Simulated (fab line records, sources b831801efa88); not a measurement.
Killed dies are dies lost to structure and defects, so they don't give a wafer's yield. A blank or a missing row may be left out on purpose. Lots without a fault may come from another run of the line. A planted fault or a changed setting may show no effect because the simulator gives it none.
One fault seen from 2 desks | flow sky130 | each desk has only its own numbers; what lay behind them comes last

THE TOOL OWNER'S DESK: litho_track-04
The tool's own readings at SKY_CONTACT_SOFTBAKE_10 (time 90 s): means of the sampled wafers that have a number, for each lot that ran on this tool. A lot is out of limits, marked OUT, if its mean lies more than 4 standard deviations from the usual mean; the brackets give that distance.
Columns: A = heater_power_total_W at SKY_CONTACT_SOFTBAKE_10, usual 57.36 W; B = plate_temp_C at SKY_CONTACT_SOFTBAKE_10, usual 100.01 C
lot  | first seen here | A               | B
L448 | day 31 15:00    | 57.31           | 100.18
L453 | day 33 14:00    | 57.37           | 99.93
L454 | day 34 02:00    | 57.32           | 99.98
L456 | day 34 17:00    | 57.31           | 99.95
L465 | day 37 05:00    | 58.93 (+13) OUT | 102.03 (+17) OUT
L464 | day 37 09:00    | 58.99 (+14) OUT | 102.05 (+17) OUT
This desk's finding: out of limits on L464, L465; first on L465, day 37 05:00 (heater_power_total_W at SKY_CONTACT_SOFTBAKE_10). In limits: L448, L453, L454, L456.

THE METROLOGY DESK
What the gauges read, lot by lot, whatever tool the lot ran on: means of the sampled wafers that have a number. A lot is out of limits, marked OUT, if its mean lies more than 4 standard deviations from the usual mean; the brackets give that distance.
Columns: A = LDD_HVN_TW at SKY_LDD_HVN_TW_MEAS_10, usual 1445
lot  | first seen here | A
L446 | day 20 13:37    | 1455
L447 | day 20 21:50    | 1443
L448 | day 21 01:02    | 1452
L449 | day 21 18:53    | 1432
L450 | day 22 07:20    | 1449
L453 | day 23 07:02    | 1446
L454 | day 23 20:08    | 1451
L456 | day 24 13:27    | 1445
L459 | day 25 18:47    | 1447
L465 | day 27 08:32    | 1429
L464 | day 27 12:32    | 1439
L466 | day 27 12:50    | 1433
L467 | day 28 02:35    | 1459
This desk's finding: nothing out of limits on any of the 13 lots.

PUT TOGETHER
The tool owner's desk could have raised an alarm at day 37 05:00, on L464, L465.
The metrology desk saw nothing out of limits.
The metrology desk has L464, L465 on record, within its limits.
Of the lots named, all ran SKY_CONTACT_SOFTBAKE_10 on litho_track-04.

WHAT THE SIMULATOR HAD PUT IN
Process parameter drift: litho_track-04, from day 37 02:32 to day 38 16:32, at SKY_CONTACT_SOFTBAKE_10. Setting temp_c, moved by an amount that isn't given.
Lots struck among those shown: L464, L465.
Hours from the fault's start to each desk's first reading out of limits: the tool owner's desk, 2.
